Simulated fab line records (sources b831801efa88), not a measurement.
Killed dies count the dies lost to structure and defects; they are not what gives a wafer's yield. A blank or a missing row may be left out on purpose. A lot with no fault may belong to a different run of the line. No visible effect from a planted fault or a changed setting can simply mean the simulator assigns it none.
The tool behind it: which one? | flow sky130 | 36 wafers from 12 lots sampled at 6 of the route's 708 steps

== WHAT THE GAUGES SHOWED, per wafer ==
SKY_POLY_GATE_THK_MEAS_01.
lot  | measured     | on            | POLY_GATE_CVD_00_THK (nm)
L125 | day 14 22:23 | film metro-03 | 180.3 179.5 178.2
L127 | day 15 08:06 | film metro-01 | 178.3 179.6 180.2
L130 | day 16 12:50 | film metro-03 | 179.6 180.2 179.9
L129 | day 16 14:21 | film metro-03 | 181.8 180.3 183.4
L131 | day 16 14:22 | film metro-02 | 182.0 180.4 180.6
L132 | day 16 19:22 | film metro-03 | 179.8 181.4 181.8
L134 | day 18 12:07 | film metro-03 | 179.6 178.6 180.0
L135 | day 18 14:35 | film metro-01 | 181.1 181.8 183.8
L136 | day 18 14:35 | film metro-03 | 177.8 177.3 178.8
L141 | day 19 23:24 | film metro-02 | 178.7 179.4 178.1
L142 | day 20 04:15 | film metro-01 | 180.6 179.3 180.5
L144 | day 21 00:56 | film metro-03 | 176.8 178.8 179.1

SKY_POLY_GATE_THK_MEAS_21.
lot  | measured     | on            | POLY_GATE_OXIDATION_THK (nm)
L125 | day 17 11:49 | film metro-02 | 4.22 4.13 4.19
L127 | day 17 21:07 | film metro-01 | 4.10 4.00 4.05
L130 | day 19 04:13 | film metro-03 | 3.99 3.88 3.99
L129 | day 19 06:38 | film metro-02 | 4.17 4.26 4.13
L131 | day 19 06:38 | film metro-03 | 4.15 4.17 4.19
L132 | day 19 11:41 | film metro-03 | 4.11 4.08 4.16
L134 | day 21 05:28 | film metro-03 | 4.00 4.02 3.99
L135 | day 21 09:37 | film metro-01 | 4.02 3.93 4.05
L136 | day 21 07:35 | film metro-01 | 4.00 4.02 4.04
L141 | day 22 19:10 | film metro-02 | 3.88 3.93 3.94
L142 | day 22 22:14 | film metro-01 | 3.84 3.90 3.92
L144 | day 23 17:19 | film metro-03 | 3.92 3.94 3.89

SKY_LDD_N_TW_MEAS_17.
lot  | measured     | on            | LDD_N_TW
L125 | day 18 18:53 | film metro-01 | 2611 2592 2599
L127 | day 19 04:56 | film metro-01 | 2596 2598 2619
L130 | day 20 12:44 | film metro-04 | 2607 2604 2615
L129 | day 20 15:34 | film metro-02 | 2548 2571 2558
L131 | day 20 15:13 | film metro-04 | 2604 2608 2602
L132 | day 20 19:57 | film metro-01 | 2587 2586 2593
L134 | day 22 13:40 | film metro-04 | 2608 2594 2604
L135 | day 22 17:13 | film metro-04 | 2609 2611 2607
L136 | day 22 16:04 | film metro-04 | 2609 2604 2600
L141 | day 24 02:36 | film metro-04 | 2846 2850 2843
L142 | day 24 05:26 | film metro-04 | 2864 2864 2854
L144 | day 25 00:26 | film metro-04 | 2873 2880 2874

SKY_LDD_P_OVL_MEAS_08.
lot  | measured     | on         | LDD_P_OVL (nm)
L125 | day 20 01:46 | overlay-02 | 0.6 0.3 -0.2
L127 | day 20 12:10 | overlay-01 | 3.0 1.5 2.3
L130 | day 21 19:52 | overlay-01 | 1.0 1.3 2.0
L129 | day 21 22:24 | overlay-02 | -0.7 -1.6 -1.9
L131 | day 21 22:09 | overlay-01 | 1.0 -0.4 0.3
L132 | day 22 02:46 | overlay-02 | 2.9 2.9 1.0
L134 | day 23 20:15 | overlay-01 | 3.2 1.4 -0.8
L135 | day 23 23:15 | overlay-02 | 1.7 0.3 -1.4
L136 | day 23 22:40 | overlay-02 | 1.9 -0.1 1.7
L141 | day 25 08:42 | overlay-02 | 0.0 2.9 -0.4
L142 | day 25 11:05 | overlay-02 | -1.4 -0.2 -2.2
L144 | day 26 06:55 | overlay-02 | -0.3 -1.4 -0.1

== EACH LOT AND THE TOOL THAT RAN IT (in order: tool; ch and the chambers of the sampled wafers; start) ==
lot  | SKY_LDD_N_IMPLANT_10            | SKY_LDD_N_STRIP_16
L125 | implanter-03 ch 0, day 18 17:55 | plasma asher-02 ch 0,1, day 18 18:48
L127 | implanter-02 ch 0, day 19 03:56 | plasma asher-02 ch 0,1, day 19 04:49
L130 | implanter-01 ch 0, day 20 11:44 | plasma asher-01 ch 0,1, day 20 12:37
L129 | implanter-03 ch 0, day 20 14:34 | plasma asher-02 ch 0,1, day 20 15:28
L131 | implanter-01 ch 0, day 20 14:14 | plasma asher-01 ch 0,1, day 20 15:07
L132 | implanter-01 ch 0, day 20 18:57 | plasma asher-01 ch 0,1, day 20 19:51
L134 | implanter-01 ch 0, day 22 12:41 | plasma asher-02 ch 0,1, day 22 13:34
L135 | implanter-01 ch 0, day 22 16:13 | plasma asher-03 ch 0,1, day 22 17:07
L136 | implanter-03 ch 0, day 22 15:04 | plasma asher-02 ch 0,1, day 22 15:57
L141 | implanter-01 ch 0, day 24 01:36 | plasma asher-01 ch 0,1, day 24 02:30
L142 | implanter-01 ch 0, day 24 04:28 | plasma asher-01 ch 0,1, day 24 05:21
L144 | implanter-01 ch 0, day 24 23:28 | plasma asher-03 ch 0,1, day 25 00:21
- SKY_LDD_N_IMPLANT_10
- SKY_LDD_N_STRIP_16: strips in O2/N2.

== AS READ BY THE TOOLS THEMSELVES (means over the sampled wafers that have a number; for cases with no such wafer, the mark the record gives instead) ==
SKY_LDD_N_IMPLANT_10.
lot  | tool         | beam on s (s) | dose ions cm2 | faraday current uA
L125 | implanter-03 | 9.91          | 7.5e+13       | 427
L127 | implanter-02 | 10.07         | 7.5e+13       | 420
L130 | implanter-01 | 9.86          | 7.5e+13       | 427
L129 | implanter-03 | 9.85          | 7.5e+13       | 429
L131 | implanter-01 | 10.04         | 7.5e+13       | 423
L132 | implanter-01 | 10.16         | 7.5e+13       | 416
L134 | implanter-01 | 9.88          | 7.5e+13       | 427
L135 | implanter-01 | 9.90          | 7.5e+13       | 427
L136 | implanter-03 | 10.04         | 7.5e+13       | 421
L141 | implanter-01 | 34.28         | 3.4e+14       | 555
L142 | implanter-01 | 34.35         | 3.4e+14       | 553
L144 | implanter-01 | 34.31         | 3.4e+14       | 553

SKY_LDD_N_STRIP_16.
lot  | tool            | drypump motor current A (A) | oes product au (a.u.) | strip time to endpoint s (s)
L125 | plasma asher-02 | 5.83                        | 0.404                 | 4.323
L127 | plasma asher-02 | 5.83                        | 0.408                 | 4.312
L130 | plasma asher-01 | 5.46                        | 0.407                 | 4.327
L129 | plasma asher-02 | 5.83                        | 0.405                 | 4.294
L131 | plasma asher-01 | 5.46                        | 0.410                 | 4.301
L132 | plasma asher-01 | 5.43                        | 0.404                 | 4.320
L134 | plasma asher-02 | 5.84                        | 0.405                 | 4.317
L135 | plasma asher-03 | 5.75                        | 0.408                 | 4.331
L136 | plasma asher-02 | 5.84                        | 0.403                 | 4.290
L141 | plasma asher-01 | 5.44                        | 0.406                 | 4.977
L142 | plasma asher-01 | 5.44                        | 0.409                 | 4.995
L144 | plasma asher-03 | 5.76                        | 0.406                 | 4.977

== THE ANSWER, worked out from the rows above alone ==
Rule: the lots themselves supply what counts as usual. Put in order of their means at a reading, lots are off if they are a third of the lots or fewer, leave a main group of 4 or more, and stand apart from it by a gap of 3 or more times the standard deviation of the main group's means; of several such gaps the widest counts. A main group is skipped when, at the precision printed for the reading in the tables above, its means are all equal. A lot without any number at a reading at which 4 lots or more have one is off too. Any other lot the step has rows for is counted as sound. Order of review: gauges by route order, followed by the tools' own readings, for which a lot's mean as printed above is used. The first step at which some lot is off is used, and at that step the reading that is off furthest; a lot without a number counts as furthest.
Off: L141, L142, L144, seen at SKY_LDD_N_TW_MEAS_17 (LDD_N_TW). The main group: mean 2598, standard deviation 15.
A tool fits if, at a process step before that reading, it ran every lot that is off, and no sound lot after the first of them. Not tried: the gauges at SKY_LDD_N_TW_MEAS_17; whatever is off there is also off at SKY_LDD_N_IMPLANT_10, on other tools, and gauge error can't account for it. One fits: implanter-01 at SKY_LDD_N_IMPLANT_10. A fault onset in the window from L135 (day 22 16:13, its last sound lot) to L141 (day 24 01:36, its first lot off) fits.
The tool's own readings at SKY_LDD_N_IMPLANT_10 bear it out: on the lots that are off they differ by more than 5 times the standard deviation of the sound lots' means. beam on s reads 34.31 s there against 9.97 s on the sound lots; dose ions cm2 reads 3.4e+14 there against 7.5e+13 on the sound lots; faraday current uA reads 554 there against 424 on the sound lots.

== WHAT THE SIMULATOR HAD INSERTED ==
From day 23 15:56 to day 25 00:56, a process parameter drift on implanter-01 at SKY_LDD_N_IMPLANT_10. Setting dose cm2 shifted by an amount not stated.
Struck lots among those shown: L141, L142, L144. Same finding as the rule above.
